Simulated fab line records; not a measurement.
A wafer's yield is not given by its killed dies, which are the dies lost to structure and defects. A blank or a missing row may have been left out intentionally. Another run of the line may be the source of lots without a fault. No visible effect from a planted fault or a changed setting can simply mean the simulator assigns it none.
The tool behind it: which one? | flow gf180mcu | 15 lots with 43 wafers sampled at 7 steps, on a route of 602 steps

## WHAT THE GAUGES SHOWED, per wafer
GF_V2_OVL_MEAS_15.
lot  | measured     | on         | V2_OVL (nm)
L335 | day 19 23:58 | overlay-02 | 4 -7 -9
L336 | day 20 02:37 | overlay-02 | -4 -6 -3
L337 | day 20 17:22 | overlay-02 | 11 1 -3
L338 | day 21 05:07 | overlay-02 | 7 0 5
L339 | day 21 15:04 | overlay-02 | 1 -2 0
L340 | day 21 22:01 | overlay-01 | 3 4 7
L341 | day 22 11:25 | overlay-02 | 3 8 6
L342 | day 22 19:37 | overlay-01 | 2 0 1
L344 | day 23 09:40 | overlay-01 | -11 -13 -12
L346 | day 23 23:31 | overlay-01 | 1 4 -6
L348 | day 25 00:23 | overlay-02 | 1 -7 -1
L351 | day 26 09:07 | overlay-01 | 2 11 0
L352 | day 26 12:28 | overlay-01 | -8 -4
L353 | day 26 18:43 | overlay-01 | -6 -13
L357 | day 27 19:58 | overlay-02 | -3 -5 2

GF_V2_RS_MEAS_24: a four-point-probe measurement.
lot  | measured     | on           | V2_W_RS (ohm/sq)
L335 | day 20 00:55 | filmMetro-04 | 0.330 0.332 0.331
L336 | day 20 03:32 | filmMetro-01 | 0.324 0.327 0.327
L337 | day 20 18:16 | filmMetro-01 | 0.327 0.325 0.329
L338 | day 21 06:09 | filmMetro-01 | 0.322 0.324 0.319
L339 | day 21 16:10 | filmMetro-03 | 0.326 0.322 0.322
L340 | day 21 23:00 | filmMetro-03 | 0.326 0.327 0.326
L341 | day 22 12:22 | filmMetro-01 | 0.333 0.328 0.324
L342 | day 22 20:32 | filmMetro-01 | 0.331 0.328 0.332
L344 | day 23 10:34 | filmMetro-04 | 0.332 0.330 0.333
L346 | day 24 00:28 | filmMetro-01 | 0.329 0.332 0.331
L348 | day 25 01:19 | filmMetro-04 | 0.333 0.330 0.328
L351 | day 26 10:07 | filmMetro-01 | 0.333 0.382 0.336
L352 | day 26 13:26 | filmMetro-04 | 0.334 0.376
L353 | day 26 19:40 | filmMetro-03 | 0.327 0.373
L357 | day 27 20:53 | filmMetro-03 | 0.322 0.322 0.333

GF_V2_THK_MEAS_25: measures by xrf.
lot  | measured     | on           | V2_W_THK (nm)
L335 | day 20 01:00 | filmMetro-04 | 350 347 350
L336 | day 20 03:39 | filmMetro-01 | 359 354 356
L337 | day 20 18:23 | filmMetro-01 | 354 357 355
L338 | day 21 06:16 | filmMetro-01 | 360 361 367
L339 | day 21 16:17 | filmMetro-03 | 362 367 366
L340 | day 21 23:07 | filmMetro-03 | 360 360 362
L341 | day 22 12:29 | filmMetro-01 | 350 355 361
L342 | day 22 20:40 | filmMetro-01 | 353 356 351
L344 | day 23 10:41 | filmMetro-04 | 345 347 344
L346 | day 24 00:33 | filmMetro-01 | 358 355 356
L348 | day 25 01:25 | filmMetro-04 | 347 348 350
L351 | day 26 10:14 | filmMetro-01 | 353 306 352
L352 | day 26 13:32 | filmMetro-04 | 343 306
L353 | day 26 19:47 | filmMetro-03 | 360 315
L357 | day 27 21:00 | filmMetro-03 | 372 370 360

GF_M3_RS_MEAS_05: a four-point-probe measurement.
lot  | measured     | on           | M3_ALCU_RS (ohm/sq)
L335 | day 20 01:37 | filmMetro-02 | 0.0699 0.0699 0.0701
L336 | day 20 04:14 | filmMetro-02 | 0.0699 0.0700 0.0699
L337 | day 20 18:58 | filmMetro-03 | 0.0684 0.0693 0.0696
L338 | day 21 06:51 | filmMetro-02 | 0.0697 0.0695 0.0694
L339 | day 21 16:52 | filmMetro-03 | 0.0696 0.0693 0.0690
L340 | day 21 23:42 | filmMetro-03 | 0.0703 0.0696 0.0700
L341 | day 22 13:04 | filmMetro-03 | 0.0710 0.0709 0.0708
L342 | day 22 21:14 | filmMetro-02 | 0.0694 0.0693 0.0691
L344 | day 23 11:16 | filmMetro-03 | 0.0707 0.0708 0.0708
L346 | day 24 01:10 | filmMetro-02 | 0.0701 0.0700 0.0706
L348 | day 25 02:04 | filmMetro-03 | 0.0696 0.0698 0.0697
L351 | day 26 10:49 | filmMetro-03 | 0.0695 0.0694 0.0688
L352 | day 26 14:08 | filmMetro-02 | 0.0693 0.0692
L353 | day 26 20:22 | filmMetro-01 | 0.0693 0.0684
L357 | day 27 21:35 | filmMetro-02 | 0.0699 0.0692 0.0697

## WHAT TOOL EACH LOT RAN ON (gives the tool, then ch and the chambers of the sampled wafers, and finally the start)
lot  | GF_V2_CVD_02                    | GF_V2_CVD_23                 | GF_V2_CMP_26
L335 | pecvd-02 ch 0,1,2, day 18 23:38 | cvdW-01 ch 0,1, day 20 00:47 | cmp-02 ch 2,3, day 20 01:05
L336 | pecvd-02 ch 0,2, day 19 02:04   | cvdW-01 ch 0,1, day 20 03:25 | cmp-01 ch 0,1, day 20 03:42
L337 | pecvd-03 ch 0,2, day 19 16:34   | cvdW-01 ch 0,1, day 20 18:10 | cmp-01 ch 1,2,3, day 20 18:30
L338 | pecvd-02 ch 0,1,2, day 20 05:07 | cvdW-02 ch 0, day 21 05:55   | cmp-02 ch 0,1, day 21 06:23
L339 | pecvd-03 ch 0,1,2, day 20 14:46 | cvdW-02 ch 0, day 21 15:57   | cmp-01 ch 0,1,3, day 21 16:27
L340 | pecvd-04 ch 1,2, day 20 22:04   | cvdW-01 ch 0,1, day 21 22:53 | cmp-02 ch 0,2,3, day 21 23:17
L341 | pecvd-03 ch 0,1,2, day 21 11:34 | cvdW-01 ch 0,1, day 22 12:14 | cmp-02 ch 2,3, day 22 12:35
L342 | pecvd-03 ch 1,2, day 21 19:08   | cvdW-02 ch 1, day 22 20:26   | cmp-01 ch 0,1,2, day 22 20:49
L344 | pecvd-03 ch 1,2, day 22 09:43   | cvdW-01 ch 0,1, day 23 10:28 | cmp-02 ch 0,2,3, day 23 10:48
L346 | pecvd-03 ch 0,1,2, day 23 00:19 | cvdW-01 ch 0,1, day 24 00:20 | cmp-01 ch 0,1,2, day 24 00:41
L348 | pecvd-04 ch 0,2, day 24 01:13   | cvdW-01 ch 0,1, day 25 01:12 | cmp-02 ch 0,1,3, day 25 01:36
L351 | pecvd-02 ch 0,1,2, day 25 11:12 | cvdW-01 ch 0,1, day 26 09:59 | cmp-01 ch 0,1,3, day 26 10:20
L352 | pecvd-04 ch 2, day 25 15:03     | cvdW-01 ch 0,1, day 26 13:19 | cmp-02 ch 0,3, day 26 13:37
L353 | pecvd-03 ch 0,1, day 25 21:12   | cvdW-01 ch 0, day 26 19:32   | cmp-01 ch 0,3, day 26 19:59
L357 | pecvd-02 ch 1,2, day 26 23:11   | cvdW-02 ch 0,1, day 27 20:46 | cmp-02 ch 0,2,3, day 27 21:10
- GF_V2_CVD_02: deposits SiO2 from TEOS, target thk 850 nm, time 94.851 s.
- GF_V2_CVD_23: deposits W, target thk 350 nm, time 104.94 s.
- GF_V2_CMP_26: polishes, stops on SiO2, t overpolish 15 s, target thk 0 nm.

## AS READ BY THE TOOLS THEMSELVES (means over the sampled wafers that have a number; for cases with no such wafer, the mark the record gives instead)
GF_V2_CVD_02.
lot  | tool     | heaterPowerW (W)
L335 | pecvd-02 | 666
L336 | pecvd-02 | 663
L337 | pecvd-03 | 650
L338 | pecvd-02 | 691
L339 | pecvd-03 | 685
L340 | pecvd-04 | 592
L341 | pecvd-03 | 624
L342 | pecvd-03 | 716
L344 | pecvd-03 | 624
L346 | pecvd-03 | 631
L348 | pecvd-04 | 660
L351 | pecvd-02 | 631
L352 | pecvd-04 | 624
L353 | pecvd-03 | 714
L357 | pecvd-02 | 662

GF_V2_CVD_23.
lot  | tool    | heaterPowerW (W)
L335 | cvdW-01 | 820
L336 | cvdW-01 | 825
L337 | cvdW-01 | 812
L338 | cvdW-02 | 818
L339 | cvdW-02 | 820
L340 | cvdW-01 | 818
L341 | cvdW-01 | 872
L342 | cvdW-02 | 889
L344 | cvdW-01 | 827
L346 | cvdW-01 | 887
L348 | cvdW-01 | 819
L351 | cvdW-01 | 875
L352 | cvdW-01 | 862
L353 | cvdW-01 | 774
L357 | cvdW-02 | 840

GF_V2_CMP_26.
lot  | tool   | motorCurrentA (A) | timeToEndpointS (s)
L335 | cmp-02 | 10.2              | 80
L336 | cmp-01 | 12.8              | 85
L337 | cmp-01 | 11.7              | 84
L338 | cmp-02 | 11.1              | 86
L339 | cmp-01 | 11.9              | 81
L340 | cmp-02 | 10.2              | 82
L341 | cmp-02 | 10.5              | 84
L342 | cmp-01 | 12.1              | 80
L344 | cmp-02 | 10.3              | 82
L346 | cmp-01 | 12.0              | 82
L348 | cmp-02 | 10.0              | 83
L351 | cmp-01 | 12.0              | 75
L352 | cmp-02 | 9.3               | 75
L353 | cmp-01 | 11.4              | 83
L357 | cmp-02 | 10.2              | 81

## THE ANSWER, worked out from the rows above alone
Rule: the lots themselves supply what counts as usual. The widest of any qualifying gaps counts: lots, ordered by their means at a reading, are off when they make up no more than a third of the lots, leave a main group of 4 or more, and stand apart from it by 3 or more times the standard deviation of that group's means. The tables above print the reading to a certain number of digits; a main group whose means all agree to those digits is not used. A lot without any number at a reading at which 4 lots or more have one is off too. Any other lot the step has rows for is counted as sound. First the gauges in route order, then the tools' own readings, where a lot's mean is used as printed above. The first step at which some lot is off is used, and at that step the reading that is off furthest; a lot without a number counts as furthest.
Off: L351, L352, L353, at GF_V2_RS_MEAS_24 (V2_W_RS). Mean 0.328 ohm/sq and standard deviation 0.0031 in the main group.
A tool fits if, at a process step before that reading, it ran every lot that is off, and no sound lot after the first of them. Gauges at GF_V2_RS_MEAS_24: tried the same way as those tools. One candidate fits, namely cvdW-01 at GF_V2_CVD_23. A fault onset in the window from L348 (day 25 01:12, its last sound lot) to L351 (day 26 09:59, its first lot off) fits.

## WHAT WAS PUT IN BY THE SIMULATOR
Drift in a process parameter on cvdW-01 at GF_V2_CVD_23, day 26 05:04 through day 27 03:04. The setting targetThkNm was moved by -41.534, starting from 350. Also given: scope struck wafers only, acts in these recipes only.
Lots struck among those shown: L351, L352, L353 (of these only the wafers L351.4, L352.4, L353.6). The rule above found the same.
